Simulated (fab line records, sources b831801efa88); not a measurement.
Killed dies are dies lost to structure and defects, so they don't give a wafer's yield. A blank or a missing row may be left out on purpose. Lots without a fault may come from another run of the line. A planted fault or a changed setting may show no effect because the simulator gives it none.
Problem report in the 8D (eight disciplines) form, filled by code | flow gf180mcu | the parts of the form that need people (team, actions taken, sign-off) are left out

1. THE PROBLEM
strip_time_to_endpoint_s at GF_M4_STRIP_17 reads a mean of 6.74 s on 2 wafers of 2 lots; wafers without a fault read 7.37 s with a standard deviation of 0.051. That is -12 standard deviations from the usual mean.
The step: strips in O2/N2.
First seen on wafer L378.2, day 27 12:23, on plasma_asher-02. The record holds 33 wafers of 11 lots with a number at this step. Rule for "out", or "out of limits": more than 4 standard deviations from the usual mean. The other wafers with a number count as sound.

2. WHAT IT IS AND WHAT IT IS NOT
question                    | is                                       | is not
which readings at this step | strip_time_to_endpoint_s, oes_product_au | drypump_motor_current_A, heater_power_w
which lots                  | L378, L380                               | L366, L367, L369, L370, L372, L373, L376, L384, L385
which wafers of those lots  | L378.2, L380.6                           | L378.1, L378.4, L380.1, L380.4
read on which tools         | plasma_asher-01, plasma_asher-02         | plasma_asher-03
when                        | from day 27 12:23                        | up to then (23 sound wafers); but 8 sound wafers of L380, L384, L385 came after

3. SUSPECTS, AND WHAT RULES EACH OUT
Counting: a tool at a process step up to the reading stays a suspect if it ran every lot that is out. Sound lots after the first of them don't rule it out here, since some wafers of a struck lot are sound.
- pvd_sputter-03 at GF_M4_SPUTTER_03 (material Ti, target thk 10 nm, time 6.7 s): kept. It ran every lot that is out, first L378 (day 26 15:46).
- litho_track-02 at GF_M4_COAT_09 (resist thk 1000 nm): kept. It ran every lot that is out, first L378 (day 27 01:50); its last sound lot up to then is L376 (day 26 13:38).
Left after counting: pvd_sputter-03 at GF_M4_SPUTTER_03, litho_track-02 at GF_M4_COAT_09.

4. THE CAUSE (what the simulator had put in)
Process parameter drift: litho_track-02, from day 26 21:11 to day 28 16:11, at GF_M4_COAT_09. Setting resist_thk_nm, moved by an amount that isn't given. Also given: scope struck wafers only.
Counting left 2 suspects, and this tool is among them.

5. THE CHAIN OF EFFECTS, in route order
Each row: a reading whose mean over the struck wafers that have a number lies more than 3 standard deviations from the usual. Only readings for which the record gives a usual standard deviation are gone through. hours: the time from each lot's start at the first step in this table that gives one to its start at this step, as a median over the lots. sigmas: the change in usual standard deviations.
hours | step           | reading                  | usual      | on struck wafers | change | sigmas
0     | GF_M4_STRIP_17 | oes_product_au           | 0.537 a.u. | 0.502            | -0.035 | -7.7
0     | GF_M4_STRIP_17 | strip_time_to_endpoint_s | 7.37 s     | 6.74             | -0.63  | -12
The process steps in it:
- GF_M4_STRIP_17: strips in O2/N2.

6. WHAT WOULD HAVE CAUGHT IT SOONER
In this record the first reading out of limits was taken at day 27 12:23, 15 hours after the fault began at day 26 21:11.
Of the tool readings at GF_M4_COAT_09 for which the record gives a usual standard deviation, none was out on any struck wafer, so an alarm limit of 4 standard deviations on them would not have fired.
Of the lots that are out (2), L380 began GF_M4_COAT_09 on litho_track-02 after day 27 12:23. A hold on the tool at that time would have spared it.
